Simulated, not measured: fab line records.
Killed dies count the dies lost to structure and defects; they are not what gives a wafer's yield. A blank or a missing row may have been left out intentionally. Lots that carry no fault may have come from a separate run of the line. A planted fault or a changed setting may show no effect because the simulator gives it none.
Tool commonality check ; flow gf180mcu ; Sample size 12 lots and 36 wafers

WHY THIS WAS OPENED
At GF_V1_CD_MEAS_14 the reading cd-nm is flagged on 2 of 12 lots. Fault-free wafers read 260.2 nm, with a standard deviation of 1.4.
Rule: a lot is flagged in two cases, either no wafer of it has a number, or all its wafers with numbers fall more than 4 standard deviations from that mean. As for the other lots, they are considered sound.

lot;measured;on;cd-nm (nm), wafer by wafer;flag
L110;day 18 06:17;cd-sem-01;258.6 257.8 258.6;
L111;day 18 19:40;cd-sem-02;262.7 261.2 262.1;
L113;day 19 09:23;cd-sem-02;260.2 260.8 259.6;
L115;day 20 01:21;cd-sem-01;261.9 262.3 260.4;
L116;day 20 18:23;cd-sem-02;263.2 262.4 261.8;
L118;day 21 18:15;cd-sem-02;262.3 262.3 261.1;
L119;day 22 02:33;cd-sem-02;258.5 259.5 258.4;
L126;day 24 08:21;cd-sem-02;240.1 240.7 241.4;FLAGGED
L129;day 25 05:53;cd-sem-02;242.2 244.1 243.9;FLAGGED
L131;day 25 23:24;cd-sem-01;261.3 260.6 259.1;
L132;day 26 06:25;cd-sem-01;262.6 262.6 263.2;
L133;day 26 11:30;cd-sem-01;258.9 260.2 259.9;
Average over the flagged lots: 242.1 nm; offset from the usual -18.1 nm, equal to -13 standard deviations.

TOOL THAT RAN EACH LOT
The record holds 2 process steps before the reading, out of a route of 602 steps. Every cell lists first the tool, next ch and the chambers used by the sampled wafers, and last the start.
lot;flag;GF_M1_SPUTTER_04;GF_V1_SOFTBAKE_10
L110;;pvd-sputter-02, day 16 06:12;litho-track-01 ch 0, day 17 18:00
L111;;pvd-sputter-01, day 16 19:31;litho-track-03 ch 0, day 18 07:00
L113;;pvd-sputter-02, day 17 07:43;litho-track-01 ch 0, day 18 21:00
L115;;pvd-sputter-02, day 18 00:04;litho-track-03 ch 0, day 19 12:00
L116;;pvd-sputter-01, day 18 16:01;litho-track-03 ch 0, day 20 06:00
L118;;pvd-sputter-01, day 19 16:28;litho-track-02 ch 0, day 21 06:00
L119;;pvd-sputter-03, day 20 00:50;litho-track-01 ch 0, day 21 14:00
L126;FLAGGED;pvd-sputter-01, day 22 08:26;litho-track-03 ch 0, day 23 20:00
L129;FLAGGED;pvd-sputter-02, day 23 09:25;litho-track-03 ch 0, day 24 19:00
L131;;pvd-sputter-03, day 23 23:44;litho-track-02 ch 0, day 25 11:00
L132;;pvd-sputter-01, day 24 11:49;litho-track-02 ch 0, day 25 20:00
L133;;pvd-sputter-02, day 24 15:13;litho-track-02 ch 0, day 26 01:00
What the steps here do:
- GF_M1_SPUTTER_04: material TiN, target thk 50 nm, time 41.7 s.
- GF_V1_SOFTBAKE_10: time 60 s.
- GF_V1_CD_MEAS_14: target cd 260 nm.

FLAGGED OVER TOTAL, TOOL BY TOOL (the gauges that took the reading come last)
step;tool;lots run;flagged;share of the flagged lots;sound lots run after its first flagged lot
GF_M1_SPUTTER_04;pvd-sputter-01;5;1;some;1 (L132)
GF_M1_SPUTTER_04;pvd-sputter-02;5;1;some;1 (L133)
GF_M1_SPUTTER_04;pvd-sputter-03;2;0;none;-
GF_V1_SOFTBAKE_10;litho-track-01;3;0;none;-
GF_V1_SOFTBAKE_10;litho-track-02;4;0;none;-
GF_V1_SOFTBAKE_10;litho-track-03;5;2;all;0
GF_V1_CD_MEAS_14;cd-sem-01;5;0;none;-
GF_V1_CD_MEAS_14;cd-sem-02;7;2;all;0

WHAT THE TABLE PERMITS
In 2 table rows, all flagged lots were run: litho-track-03 (GF_V1_SOFTBAKE_10), cd-sem-02 (GF_V1_CD_MEAS_14).
- litho-track-03 at GF_V1_SOFTBAKE_10 ran 5 lots, 2 of them flagged. Last sound lot L116 at day 20 06:00, first flagged lot L126 at day 23 20:00; a fault beginning in between fits. Its own readings lie more than 4 standard deviations out on every wafer of the flagged lots: heater-power-total-W, run-length-s.
- cd-sem-02 at GF_V1_CD_MEAS_14 ran 7 lots, 2 of them flagged. Last sound lot L119 at day 22 02:33, first flagged lot L126 at day 24 08:21; a fault beginning in between fits.
These 2 tools cannot be told apart by counting lots, since each of them fits a fault that started at some hour. More lots, or a look at what each step does to the wafer, might.

WHAT THE SIMULATOR HAD INSERTED
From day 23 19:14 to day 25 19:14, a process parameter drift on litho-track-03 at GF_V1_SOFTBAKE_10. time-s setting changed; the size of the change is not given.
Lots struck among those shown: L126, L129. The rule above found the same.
